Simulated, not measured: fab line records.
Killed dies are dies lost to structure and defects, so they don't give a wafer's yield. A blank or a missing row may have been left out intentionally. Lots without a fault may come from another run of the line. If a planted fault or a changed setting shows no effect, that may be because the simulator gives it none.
Code-filled problem report in 8D (eight disciplines) form    flow sky130    the parts of the form that need people (team, actions taken, sign-off) are left out

## 1. THE PROBLEM
At SKY_PAD_OPEN_PROBE_99, killed-at-contacts averages 70 over 6 wafers from 2 lots, while fault-free wafers read 25, standard deviation 5.5. Relative to the usual mean, that is a shift of +8.3 standard deviations.
Earliest sighting: wafer L824.1 on prober-01 at day 48 07:53. The record holds 6 wafers of 2 lots with a number at this step. Rule for "out", or "out of limits": more than 4 standard deviations from the usual mean. The rest of the wafers with a number are treated as sound.

## 2. WHAT THIS IS AND IS NOT
question                     is                      is not
which readings at this step  killed-at-contacts      killed_at_M0_to_M3, killed_at_M4_up, killed-at-front-end, killed-at-other, killed-open, killed-short
which lots                   L824, L829              -
which wafers of those lots   all that have a number  -
read on which tools          prober-01, prober-02    -
when                         from day 48 07:53       up to then (0 sound wafers)

## 3. SUSPECTS, AND WHAT RULES EACH OUT
Counting: any tool at a process step up to the reading is kept as a suspect provided that every lot that is out went through it and no sound lot did after the first of them.
- rie-diel-01 at SKY_CONTACT_ETCH_17 (etches SiO2 in C4F8/O2/Ar, stops on Si3N4, target depth 340 nm): kept. It ran every lot that is out, first L824 (day 35 00:52), and no sound lot after that.
- rie-metal-03 at SKY_METAL3_METAL_ETCH_18 (etches the open film in Cl2/BCl3, stops on SiO2, target depth 845 nm, time 183.1 s): kept. It ran every lot that is out, first L824 (day 41 13:44), and no sound lot after that.
- rie-diel-01 at SKY_VIA3_ETCH_14 (etches BARC in N2/H2, stops on SiO2, time 45.9 s, target depth 60 nm): kept. It ran every lot that is out, first L824 (day 42 15:15), and no sound lot after that.
- cmp-02 at SKY_VIA4_CMP_02 (polishes SiO2): kept. It ran every lot that is out, first L824 (day 44 15:56), and no sound lot after that.
Left after counting: rie-diel-01 at SKY_CONTACT_ETCH_17, rie-metal-03 at SKY_METAL3_METAL_ETCH_18, rie-diel-01 at SKY_VIA3_ETCH_14, cmp-02 at SKY_VIA4_CMP_02.

## 4. THE CAUSE (what the simulator had put in)
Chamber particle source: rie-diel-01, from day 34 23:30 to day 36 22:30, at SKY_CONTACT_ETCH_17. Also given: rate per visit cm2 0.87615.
Of the 4 suspects that counting leaves, this tool is one.

## 5. SEQUENCE OF EFFECTS, ordered by route
One row per reading whose mean, taken over the struck wafers that have a number, lies over 3 standard deviations from the usual. Only readings whose record carries a usual standard deviation are examined. hours: median over the lots of the time between each lot's start at the first step of this table that gives one and its start at this step. sigmas: the change, counted in usual standard deviations.
hours  step                   reading             usual  on struck wafers  change  sigmas
0      SKY_PAD_OPEN_PROBE_99  killed-at-contacts  25     70                +46     +8.3
0      SKY_PAD_OPEN_PROBE_99  killed-dies         88     135               +47     +5.1
It contains these process steps:
- SKY_PAD_OPEN_PROBE_99

## 6. WHAT WOULD HAVE CAUGHT IT SOONER
The fault began at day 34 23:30; the first out-of-limits reading in this record came at day 48 07:53, 320 hours later.
No tool reading at SKY_CONTACT_ETCH_17 that has a usual standard deviation in the record was out on any struck wafer, so an alarm limit of 4 standard deviations on those readings would not have fired.
Each of the lots that are out, 2 in all, had begun SKY_CONTACT_ETCH_17 on rie-diel-01 no later than day 48 07:53. Tool hold at that time: it would have spared none of them.
